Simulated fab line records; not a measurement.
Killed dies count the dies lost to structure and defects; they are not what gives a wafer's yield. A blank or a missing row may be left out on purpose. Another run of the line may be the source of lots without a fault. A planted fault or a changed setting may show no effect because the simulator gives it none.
A single fault, viewed from 2 desks :: flow gf180mcu :: numbers are kept per desk, each desk with only its own; the story behind them comes last

== AT THE METROLOGY DESK ==
What the gauges read, lot by lot, whatever tool the lot ran on: means of the sampled wafers that have a number. A lot is out of limits, marked OUT, if its mean lies more than 4 standard deviations from the usual mean; the brackets give that distance.
Columns: A = SALICIDE_TIN_RS at GF_SALICIDE_RS_MEAS_04, usual 16.44 ohm/sq
lot: L699
first seen here: day 15 13:37
A: 16.34

lot: L700
first seen here: day 15 17:44
A: 16.30

lot: L704
first seen here: day 17 01:39
A: 20.59 (+15) OUT

lot: L706
first seen here: day 17 17:47
A: 20.81 (+16) OUT

lot: L711
first seen here: day 19 20:55
A: 16.54

lot: L714
first seen here: day 21 00:33
A: 16.60

lot: L715
first seen here: day 21 02:58
A: 16.52

lot: L716
first seen here: day 21 12:12
A: 16.72

lot: L717
first seen here: day 21 21:10
A: 16.70

lot: L718
first seen here: day 22 09:26
A: 15.98

lot: L719
first seen here: day 23 07:17
A: 16.80

lot: L720
first seen here: day 23 09:33
A: 16.29

lot: L721
first seen here: day 23 22:39
A: 16.19
Per this desk, out of limits: L704, L706; the first was L704, day 17 01:39 (SALICIDE_TIN_RS at GF_SALICIDE_RS_MEAS_04). Within limits: L699, L700, L711, L714, L715, L716, L717, L718, L719, L720, L721.

== THE TOOL OWNER'S DESK: pvd_sputter-02 ==
The tool's own readings at GF_SALICIDE_SPUTTER_02 (material Co, target thk 10 nm, time 20 s): means of the sampled wafers that have a number, for each lot that ran on this tool. A lot is out of limits, marked OUT, if its mean lies more than 4 standard deviations from the usual mean; the brackets give that distance.
Columns: A = throttle_valve_pct at GF_SALICIDE_SPUTTER_02, usual 30.3 %
lot: L704
first seen here: day 17 01:36
A: 30.7

lot: L706
first seen here: day 17 17:43
A: 30.1

lot: L719
first seen here: day 23 07:13
A: 31.3

lot: L721
first seen here: day 23 22:36
A: 30.7
This desk's finding: nothing out of limits on any of the 4 lots.

== PUT TOGETHER ==
Metrology desk: alarm possible at day 17 01:39 on L704, L706.
The tool owner's desk saw nothing out of limits.
On record at the tool owner's desk: L704, L706, within its limits.
Of the lots named, all ran GF_SALICIDE_SPUTTER_02 on pvd_sputter-02.

== WHAT THE SIMULATOR HAD PUT IN ==
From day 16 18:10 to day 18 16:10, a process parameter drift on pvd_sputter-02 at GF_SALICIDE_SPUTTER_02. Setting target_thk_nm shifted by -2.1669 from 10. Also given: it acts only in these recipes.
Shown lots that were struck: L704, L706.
Time in hours between the start of the fault and the first out-of-limits reading at each desk: metrology desk, 7.
